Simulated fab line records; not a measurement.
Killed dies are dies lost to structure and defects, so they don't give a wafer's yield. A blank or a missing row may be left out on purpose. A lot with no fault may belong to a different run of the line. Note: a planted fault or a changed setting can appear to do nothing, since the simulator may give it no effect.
Matching of chambers | flow gf180mcu | pecvd-04 running GF_V3_CVD_02: 3 sister chambers
The step deposits SiO2 from TEOS, target thk 850 nm, time 94.851 s. 3 wafers are shown with their chamber, then 12 later ones without.

## EACH WAFER AND ITS CHAMBER
wafer  | chamber | heaterPowerW (W)
L083.4 | 0       | 712
L086.4 | 2       | 781
L086.5 | 1       | 532

## WAFERS WHOSE CHAMBER IS MISSING
wafer  | heaterPowerW (W)
L088.3 | 689
L088.4 | 690
L088.6 | 637
L092.2 | 762
L092.3 | 647
L092.6 | 664
L095.1 | 691
L095.3 | 547
L095.4 | 590
L097.1 | 639
L097.5 | 745
L097.6 | 668

## WHICH CHAMBER EACH ONE RAN IN
wafer  | from the rows above          | in truth
L088.3 | can't be placed: 0 or 2      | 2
L088.4 | can't be placed: 0 or 2      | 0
L088.6 | can't be placed: 0 or 1 or 2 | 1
L092.2 | can't be placed: 2 or 0      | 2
L092.3 | can't be placed: 0 or 1 or 2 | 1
L092.6 | can't be placed: 0 or 2 or 1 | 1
L095.1 | can't be placed: 0 or 2      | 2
L095.3 | 1                            | 1
L095.4 | can't be placed: 1 or 0      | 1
L097.1 | can't be placed: 0 or 1 or 2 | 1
L097.5 | can't be placed: 0 or 2      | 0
L097.6 | can't be placed: 0 or 2 or 1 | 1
Correct placement for 1 of the 12. From these rows, 11 cannot be placed; in 11 the true chamber is one of the candidates. Number placed wrongly: 0.
How it was worked out, from the rows above alone: a wafer's distance from a chamber is the root of the sum, over the readings, of the square of ((its reading less the chamber's mean) divided by the reading's scatter). The wafer belongs to the nearest chamber; if the next one is less than 2 further off, it can't be placed. A chamber's mean is the mean of its shown wafers. The scatter: root of mean squared gap, hidden wafer to nearest shown wafer, with one shown wafer a chamber.
